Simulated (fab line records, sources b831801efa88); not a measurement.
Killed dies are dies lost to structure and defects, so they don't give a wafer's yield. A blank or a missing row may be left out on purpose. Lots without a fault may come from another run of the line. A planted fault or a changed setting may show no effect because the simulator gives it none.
fab line records | flow sky130
record lots=14 wafers=41 last_day=50
route steps=708 shown METAL1@437 VIA1@472
lots that met no fault: from a run of the same line without faults
start_h: hours from the record's first day to the start of the lot's first wafer shown | wait_h: hours since the lot's step before | " the same as in the row above | L1.1+2: a row that stands for several wafers | - no value, or no start given | * or withheld: withheld | < > ~ a bound
route shown NAME@n: a module of which the file shows steps, and the number in the route of the first | usual: mean/standard deviation of fault-free wafers | same: alike in all rows | chamber/n: place in a boat | sites: the reading at each site | _std_site: their standard deviation | _edge_site: outer sites' mean less inner sites' | radius_mm: how far each site lies from the wafer's centre | mask NAME#n: copy n | behind: the tool/chamber that last shaped the wafer | hold: why the lot was held/for how many hours/how that ended | device: the transistor (n, p or np) that didn't switch | end of line: the same wafers' tests at the end of the route | a step without rows: its recipe alone | killed: dies lost to structure and defects at the first sort, not the wafer's yield | map: a wafer's dies, x killed, . not, _ none there
set.NAME: the setting as run; set.NAME@STEP: as run at that earlier step | model.NAME: the simulator's own value behind a step, which no gauge read
steps of the route over a sample of lots; a table a step, a row a wafer
services: from which hour (start_h, from the record's first day; less than 0 if before it) a tool's chamber was out of use, for how many hours, and why
## steps
# step SKY_METAL1_SPUTTER_03
# recipe material=Ti target_thk_nm=5 power_w=3000 time_s=3.3 chamber_pressure_pa=0.4
# usual throttle_valve_pct=30.1/1
# columns lot.wafer tool chamber start_h wait_h throttle_valve_pct
L821.1 pvd_sputter-04 - 746.22 0.0 30.3
L821.2 " - " " 30.1
L821.6 " - " " 28.0
L822.1 pvd_sputter-01 - 753.81 0.0 30.2
L822.3 " - " " 29.1
L822.5 " - " " 30.1
L824.2 pvd_sputter-01 - 772.52 0.0 30.3
L824.3 " - " " 30.6
L824.4 " - " " 28.9
L825.1 pvd_sputter-01 - 784.90 0.0 30.2
L825.3 " - " " 31.8
L825.5 " - " " 30.2
L826.1 pvd_sputter-01 - 795.27 0.0 30.1
L826.4 " - " " 30.4
L826.6 " - " " 30.3
L827.1 pvd_sputter-04 - 803.45 0.0 30.4
L827.4 " - " " 28.1
L827.6 " - " " 28.9
L830.2 pvd_sputter-04 - 824.99 0.0 30.5
L830.4 " - " " 28.7
L830.6 " - " " 30.5
L831.2 pvd_sputter-04 - 832.56 0.0 28.2
L831.4 " - " " 30.4
L831.5 " - " " 28.1
L832.4 pvd_sputter-01 - 836.41 0.0 30.6
L832.6 " - " " 30.1
L835.1 pvd_sputter-01 - 858.01 0.0 30.3
L835.2 " - " " 32.1
L835.3 " - " " 30.2
L836.2 pvd_sputter-02 - 864.40 0.0 31.4
L836.4 " - " " 30.2
L836.6 " - " " 31.4
L840.1 pvd_sputter-02 - 883.49 0.0 31.3
L840.4 " - " " 30.2
L840.5 " - " " 29.9
L841.1 pvd_sputter-01 - 898.81 0.0 30.1
L841.4 " - " " 30.1
L841.6 " - " " 31.6
L842.2 pvd_sputter-02 - 899.27 0.0 30.2
L842.4 " - " " 31.4
L842.5 " - " " 30.0
# step SKY_METAL1_ETCH_18
# recipe chemistry=N2/H2 target=BARC ion_energy_ev=200 bias_w=100 pressure_mtorr=30 n2_flow_sccm=100 h2_flow_sccm=200 icp_w=500 stop_on=SiO2 time_s=45.9 target_depth_a=600
# usual chamber_pressure_mTorr=30.001/0.027 drypump_motor_current_A=6.1/0.35 oes_product_au=0.854/0.0048 run_length_s=74.2/0.4 throttle_valve_pct=13.224/0.0096
# columns lot.wafer tool chamber start_h wait_h chamber_pressure_mTorr drypump_motor_current_A oes_product_au rf_hours_counter_h run_length_s throttle_valve_pct
L821.1 rie_metal-01 0 773.43 0.0 29.965 6.4 0.851 4.6 74.3 13.205
L821.2 " 1 " " 30.076 6.5 0.846 0.5 74.1 13.211
L821.6 " 1 " " 29.989 6.5 0.856 - 73.7 13.229
L822.1 rie_metal-01 1 781.04 0.0 30.007 6.5 0.857 0.7 74.1 13.220
L822.3 " 0 " " 29.962 6.4 0.852 - 74.0 13.218
L822.5 " 0 " " 30.016 6.4 0.852 - 74.4 13.209
L824.2 rie_metal-02 0 798.55 0.0 30.015 5.5 0.862 0.3 74.9 13.226
L824.3 " 0 " " 29.996 5.5 0.852 - 75.1 13.235
L824.4 " 1 " " 29.996 6.0 0.856 - 73.8 13.228
L825.1 rie_metal-02 1 811.65 0.0 30.011 6.0 0.860 3.6 74.1 13.227
L825.3 " 0 " " 29.972 5.5 0.854 - 74.7 13.224
L825.5 " 1 " " 30.015 6.0 0.860 - 73.8 13.224
L826.1 rie_metal-02 1 822.13 0.0 29.974 6.0 0.860 3.8 73.9 13.231
L826.4 " 0 " " 29.971 5.5 0.853 - 74.6 13.230
L826.6 " 0 " " 30.016 5.5 0.857 - 75.1 13.238
L827.1 rie_metal-03 1 829.93 0.1 29.978 6.3 0.849 0.4 74.2 13.225
L827.4 " 1 " " 30.032 6.3 0.851 - 73.9 13.247
L827.6 " 1 " " 29.974 6.3 0.852 - 74.0 13.216
L830.2 rie_metal-03 1 851.79 0.0 30.034 6.4 0.853 1.8 73.7 13.236
L830.4 " 0 " " 29.998 5.8 0.849 - 74.5 13.217
L830.6 " 1 " " 30.012 6.4 0.845 - 73.7 13.216
L831.2 rie_metal-01 1 859.52 0.0 29.976 6.5 0.849 3.2 73.7 13.223
L831.4 " 1 " " 29.972 6.5 0.861 - 73.8 13.232
L831.5 " 0 " " 29.996 6.4 0.852 - 74.6 13.242
L832.4 rie_metal-02 0 863.61 0.0 30.013 5.5 0.858 - 75.0 13.233
L832.6 " 1 " " 30.041 6.0 0.855 - 73.9 13.210
L835.1 rie_metal-03 1 884.84 0.0 29.996 6.4 0.856 2.4 74.1 13.223
L835.2 " 0 " " 30.028 5.8 0.856 2.6 74.1 13.243
L835.3 " 0 " " 30.004 5.8 0.850 - 74.4 13.213
L836.2 rie_metal-02 1 889.85 0.0 30.050 6.0 0.855 6.6 74.0 13.227
L836.4 " 1 " " 30.002 6.0 0.857 - 74.2 13.218
L836.6 " 1 " " 29.993 6.0 0.857 - 74.0 13.225
L840.1 rie_metal-02 1 909.03 0.0 30.010 6.0 0.854 7.2 73.9 13.204
L840.4 " 0 " " 29.993 5.5 0.854 - 74.6 13.221
L840.5 " 0 " " 30.028 5.5 0.846 - 74.9 13.224
L841.1 rie_metal-03 0 923.84 0.0 29.958 5.8 0.846 4.3 74.3 13.225
L841.4 " 0 " " 30.008 5.8 0.855 - 74.3 13.212
L841.6 " 0 " " 29.953 5.8 0.853 - 74.5 13.217
L842.2 rie_metal-01 0 924.19 0.0 30.059 6.3 0.858 10.5 74.0 13.222
L842.4 " 1 " " 30.072 6.5 0.852 - 73.7 13.222
L842.5 " 1 " " 29.966 6.5 0.850 - 73.5 13.217
# step SKY_VIA1_ETCH_14
# recipe chemistry=N2/H2 target=BARC ion_energy_ev=200 source_w=500 bias_w=100 pressure_mtorr=30 n2_flow_sccm=100 h2_flow_sccm=200 stop_on=SiO2 time_s=45.9 target_depth_a=600
# usual chamber_pressure_mTorr=29.999/0.025 drypump_motor_current_A=5.8/0.47 oes_product_au=0.854/0.0046 run_length_s=73.9/0.43 throttle_valve_pct=13.225/0.0086
# columns lot.wafer tool chamber start_h wait_h chamber_pressure_mTorr drypump_motor_current_A oes_product_au rf_hours_counter_h run_length_s throttle_valve_pct
L821.1 rie_diel-02 1 801.51 0.0 29.992 5.6 0.864 11 74.2 13.230
L821.2 " 2 " " 29.960 5.5 0.863 8 73.7 13.242
L821.6 " 1 " " 30.021 5.6 0.862 - 74.2 13.221
L822.1 rie_diel-02 1 809.24 0.0 29.992 5.6 0.848 11 74.6 13.205
L822.3 " 3 " " 30.019 6.6 0.862 2 73.4 13.225
L822.5 " 0 " " 29.995 5.7 0.856 - 74.2 13.221
L824.2 rie_diel-02 2 826.51 0.0 30.021 5.5 0.858 9 73.4 13.229
L824.3 " 3 " " 30.015 6.6 0.852 3 73.3 13.226
L824.4 " 0 " " 29.980 5.7 0.860 17 74.1 13.218
L825.1 rie_diel-04 1 839.36 0.0 29.984 6.1 0.853 10 73.6 13.231
L825.3 " 3 " " 30.024 4.7 0.846 1 74.2 13.237
L825.5 " 1 " " 29.980 6.1 0.857 - 73.7 13.229
L826.1 rie_diel-03 0 849.87 0.0 30.030 5.6 0.853 13 74.3 13.225
L826.4 " 2 " " 29.975 6.3 0.857 9 73.8 13.224
L826.6 " 0 " " 29.952 5.6 0.854 - 74.2 13.229
L827.1 rie_diel-04 2 857.64 0.0 29.970 5.5 0.857 17 73.9 13.233
L827.4 " 3 " " 30.014 4.7 0.847 2 74.1 13.215
L827.6 " 3 " " 29.980 4.7 0.857 - 74.2 13.225
L830.2 rie_diel-03 0 879.25 0.0 29.971 5.6 0.851 14 74.4 13.214
L830.4 " 2 " " 30.011 6.3 0.854 9 74.1 13.232
L830.6 " 1 " " 29.968 5.6 0.862 - 73.2 13.219
L831.2 rie_diel-02 0 886.75 0.0 29.983 5.8 0.846 19 74.1 13.229
L831.4 " 3 " " 30.013 6.6 0.863 5 73.4 13.212
L831.5 " 1 " " 30.001 5.6 0.862 - 74.3 13.232
L832.4 rie_diel-02 2 889.82 0.0 30.016 5.5 0.857 11 73.6 13.220
L832.6 " 0 " " 29.967 5.7 0.849 - 74.3 13.216
L835.1 rie_diel-02 2 911.35 0.0 29.941 5.5 0.851 11 73.3 13.215
L835.2 " 1 " " 29.994 5.6 0.848 14 74.3 13.228
L835.3 " 3 " " 30.042 6.6 0.856 5 73.4 13.228
L836.2 rie_diel-04 2 917.01 0.0 29.980 5.6 0.849 19 74.0 13.232
L836.4 " 1 " " 29.980 6.1 0.851 13 73.7 13.220
L836.6 " 0 " " 29.988 6.2 0.859 - 73.7 13.232
L840.1 rie_diel-02 3 935.15 0.0 29.997 6.7 1.014 6 49.1 13.241
L840.4 " 0 " " 30.029 5.7 1.000 20 50.6 13.244
L840.5 " 0 " " 30.042 5.7 1.006 - 50.5 13.227
L841.1 rie_diel-03 0 950.66 0.0 30.013 5.6 0.847 16 74.3 13.239
L841.4 " 1 " " 30.022 5.6 0.853 9 73.3 13.222
L841.6 " 1 " " 30.011 5.6 0.860 - 73.5 13.220
L842.2 rie_diel-02 2 950.78 0.0 30.021 5.5 1.009 13 49.5 13.225
L842.4 " 3 " " 30.018 6.6 1.005 - 49.6 13.235
L842.5 " 1 " " 30.001 5.6 0.988 - 50.0 13.233
# step SKY_VIA1_ETCH_15
# recipe target=SiO2 chemistry=C4F8/O2/Ar target_depth_nm=351 stop_on=TiN mask_material=KrF-thick source_w=1500 bias_w=1200 pressure_mtorr=40 c4f8_flow_sccm=withheld O2_flow_sccm=6 Ar_flow_sccm=300 time_s=54
# usual chamber_pressure_mTorr=40.00/0.033 oes_product_au=0.978/0.0082 run_length_s=82.0/0.45
# columns lot.wafer tool chamber start_h wait_h chamber_pressure_mTorr oes_product_au rf_hours_counter_h run_length_s
L821.1 rie_diel-02 1 801.55 0.0 39.93 0.981 11 82.2
L821.2 " 2 " " 40.01 0.981 8 81.5
L821.6 " 1 " " 40.04 0.969 - 82.4
L822.1 rie_diel-02 1 809.29 0.0 40.05 0.973 11 82.7
L822.3 " 3 " " 40.07 0.990 2 81.8
L822.5 " 0 " " 40.04 0.986 - 82.3
L824.2 rie_diel-02 2 826.55 0.0 40.04 0.975 9 81.8
L824.3 " 3 " " 40.02 0.983 3 81.4
L824.4 " 0 " " 39.94 0.987 17 82.3
L825.1 rie_diel-04 1 839.40 0.0 39.98 0.975 10 82.0
L825.3 " 3 " " 40.02 0.969 1 82.6
L825.5 " 1 " " 39.97 0.982 - 82.1
L826.1 rie_diel-03 0 849.91 0.0 40.02 0.973 13 82.5
L826.4 " 2 " " 39.97 0.981 9 82.5
L826.6 " 0 " " 40.00 0.968 - 82.8
L827.1 rie_diel-04 2 857.69 0.0 40.02 0.971 18 82.4
L827.4 " 3 " " 39.96 0.951 2 82.0
L827.6 " 3 " " 40.03 0.962 - 82.2
L830.2 rie_diel-03 0 879.29 0.0 39.99 0.963 14 82.4
L830.4 " 2 " " 40.01 0.986 9 82.1
L830.6 " 1 " " 39.95 0.982 - 81.4
L831.2 rie_diel-02 0 886.79 0.0 40.04 0.978 19 82.5
L831.4 " 3 " " 40.04 0.977 5 81.9
L831.5 " 1 " " 39.99 0.981 - 82.5
L832.4 rie_diel-02 2 889.86 0.0 40.00 0.985 11 81.8
L832.6 " 0 " " 40.01 0.984 - 82.9
L835.1 rie_diel-02 2 911.39 0.0 40.04 0.977 12 81.6
L835.2 " 1 " " 40.00 0.977 14 82.7
L835.3 " 3 " " 40.00 0.980 5 81.6
L836.2 rie_diel-04 2 917.05 0.0 39.99 0.977 19 82.3
L836.4 " 1 " " 39.94 0.980 13 81.9
L836.6 " 0 " " 40.01 0.974 - 81.6
L840.1 rie_diel-02 3 935.19 0.0 40.03 0.373 6 81.4
L840.4 " 0 " " 40.02 0.372 20 82.6
L840.5 " 0 " " 39.98 0.374 - 82.7
L841.1 rie_diel-03 0 950.70 0.0 40.02 0.964 16 82.3
L841.4 " 1 " " 39.91 0.976 9 81.5
L841.6 " 1 " " 40.02 0.970 - 81.4
L842.2 rie_diel-02 2 950.82 0.0 39.96 0.369 13 81.4
L842.4 " 3 " " 40.01 0.367 - 81.6
L842.5 " 1 " " 39.96 0.371 - 82.1
# step SKY_VIA1_STRIP_16
# recipe chemistry=O2/N2 power_w=1400 pressure_mtorr=1500 platen_temp_c=withheld o2_flow_sccm=3000 n2_flow_sccm=300 overash_fraction=0.5
# usual chamber_pressure_mTorr=1500.2/1.5 drypump_motor_current_A=6.04/0.28 oes_product_au=0.416/0.0051 strip_time_to_endpoint_s=4.47/0.031
# columns lot.wafer tool chamber start_h wait_h chamber_pressure_mTorr drypump_motor_current_A oes_product_au rf_hours_counter_h strip_time_to_endpoint_s
L821.1 plasma_asher-04 0 801.60 0.0 1498.9 5.89 0.412 66 4.49
L821.2 " 1 " " 1498.5 6.46 0.416 66 4.47
L821.6 " 0 " " 1498.2 5.90 0.410 - 4.48
L822.1 plasma_asher-04 1 809.33 0.0 1501.3 6.45 0.418 67 4.50
L822.3 " 0 " " 1498.9 5.92 0.415 - 4.48
L822.5 " 1 " " 1501.3 6.42 0.409 - 4.46
L824.2 plasma_asher-02 1 826.60 0.0 1502.2 6.26 0.411 37 4.47
L824.3 " 1 " " 1499.0 6.26 0.420 - 4.43
L824.4 " 0 " " 1501.8 5.73 0.417 - 4.45
L825.1 plasma_asher-02 1 839.45 0.0 1498.8 6.26 0.416 38 4.46
L825.3 " 1 " " 1498.9 6.26 0.424 - 4.50
L825.5 " 0 " " 1500.8 5.73 0.420 - 4.46
L826.1 plasma_asher-02 0 849.96 0.0 1499.2 5.75 0.424 39 4.52
L826.4 " 0 " " 1500.1 5.73 0.415 - 4.45
L826.6 " 1 " " 1502.3 6.28 0.417 - 4.48
L827.1 plasma_asher-02 1 857.73 0.0 1498.5 6.27 0.427 40 4.46
L827.4 " 1 " " 1500.6 6.29 0.418 - 4.53
L827.6 " 0 " " 1498.2 5.75 0.420 - 4.51
L830.2 plasma_asher-02 0 879.33 0.0 1501.1 5.73 0.419 42 4.53
L830.4 " 0 " " 1499.1 5.71 0.422 - 4.48
L830.6 " 0 " " 1503.2 5.71 0.418 - 4.47
L831.2 plasma_asher-04 0 886.83 0.0 1500.4 5.94 0.407 75 4.46
L831.4 " 1 " " 1501.2 6.45 0.406 - 4.45
L831.5 " 0 " " 1502.3 5.92 0.414 - 4.50
L832.4 plasma_asher-02 1 889.94 0.1 1499.9 6.26 0.418 - 4.46
L832.6 " 0 " " 1499.9 5.74 0.420 - 4.45
L835.1 plasma_asher-02 1 911.43 0.0 1499.5 6.24 0.413 46 4.44
L835.2 " 0 " " 1502.2 5.75 0.405 46 4.49
L835.3 " 0 " " 1500.6 5.74 0.414 - 4.44
L836.2 plasma_asher-02 0 917.10 0.0 1500.9 5.71 0.414 47 4.46
L836.4 " 1 " " 1499.8 6.26 0.424 - 4.46
L836.6 " 1 " " 1498.0 6.25 0.407 - 4.41
L840.1 plasma_asher-02 0 935.23 0.0 1500.1 5.73 0.427 49 4.67
L840.4 " 1 " " 1502.3 6.25 0.425 - 4.69
L840.5 " 0 " " 1496.5 5.73 0.429 - 4.69
L841.1 plasma_asher-02 0 950.75 0.0 1501.4 5.72 0.418 50 4.54
L841.4 " 0 " " 1498.2 5.74 0.417 - 4.50
L841.6 " 0 " " 1498.7 5.72 0.409 - 4.47
L842.2 plasma_asher-04 1 950.87 0.0 1500.4 6.43 0.432 80 4.67
L842.4 " 0 " " 1498.6 5.93 0.425 - 4.68
L842.5 " 1 " " 1502.5 6.46 0.421 - 4.71
## services
# columns tool chamber start_h hours kind
plasma_asher-02 - 729.60 15.6 pm
rie_diel-04 3 735.53 1.6 repair
rie_diel-02 1 737.66 4.7 repair
rie_diel-02 1 752.63 10.7 repair
plasma_asher-02 - 756.63 11.1 repair
rie_diel-04 2 759.06 26.2 repair
rie_diel-04 0 759.63 13.1 repair
rie_diel-04 1 759.67 3.8 repair
rie_diel-02 - 762.06 1.2 repair
rie_diel-03 1 789.64 2.9 repair
rie_metal-01 - 806.79 14.6 pm
rie_diel-03 3 808.40 26.5 repair
rie_diel-04 1 815.68 15.1 repair
rie_metal-01 - 840.98 0.2 repair
pvd_sputter-04 - 845.37 2.5 repair
rie_diel-03 2 856.12 7.4 repair
rie_metal-03 1 859.13 12.2 repair
rie_diel-02 - 876.56 2.8 pm
rie_diel-02 - 881.02 0.5 repair
rie_diel-03 1 883.77 5.0 repair
rie_diel-03 1 919.90 9.4 repair
pvd_sputter-01 - 920.85 1.1 repair
rie_diel-03 - 935.86 2.8 pm
rie_diel-02 0 944.45 8.4 repair
## key
first_sign step=SKY_VIA1_ETCH_14 reading=run_length_s direction=down sigmas=55 usual=* struck=*
effect step=SKY_VIA1_ETCH_14 reading=oes_product_au direction=up sigmas=33 usual=0.854 struck=1.004
effect step=SKY_VIA1_ETCH_15 reading=oes_product_au direction=down sigmas=74 usual=0.978 struck=0.371
effect step=SKY_VIA1_STRIP_16 reading=strip_time_to_endpoint_s direction=up sigmas=7.2 usual=* struck=*
met_at SKY_VIA1_ETCH_14
struck_lots L840,L842
later_rows_left_out L840.1,L840.4,L840.5,L842.2,L842.4,L842.5
sort_left_out L840.1,L840.4,L840.5,L842.2,L842.4,L842.5
not_acting_at SKY_METAL1_SPUTTER_03,SKY_METAL1_ETCH_18
onset_between 911.35 935.15
fault kind=process_parameter_drift tool=rie_diel-02 chamber=- onset_h=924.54 steps=SKY_VIA1_ETCH_14 channel=time_s offset=* shape=step acts_in=* stated=*
# sort_left_out: the simulated sort isn't trusted on such a fault, so these wafers' sort isn't shown, and their yield isn't known
# later_rows_left_out: the simulator's readings of these wafers behind a module that went badly wrong aren't trusted and aren't shown, but for the sort
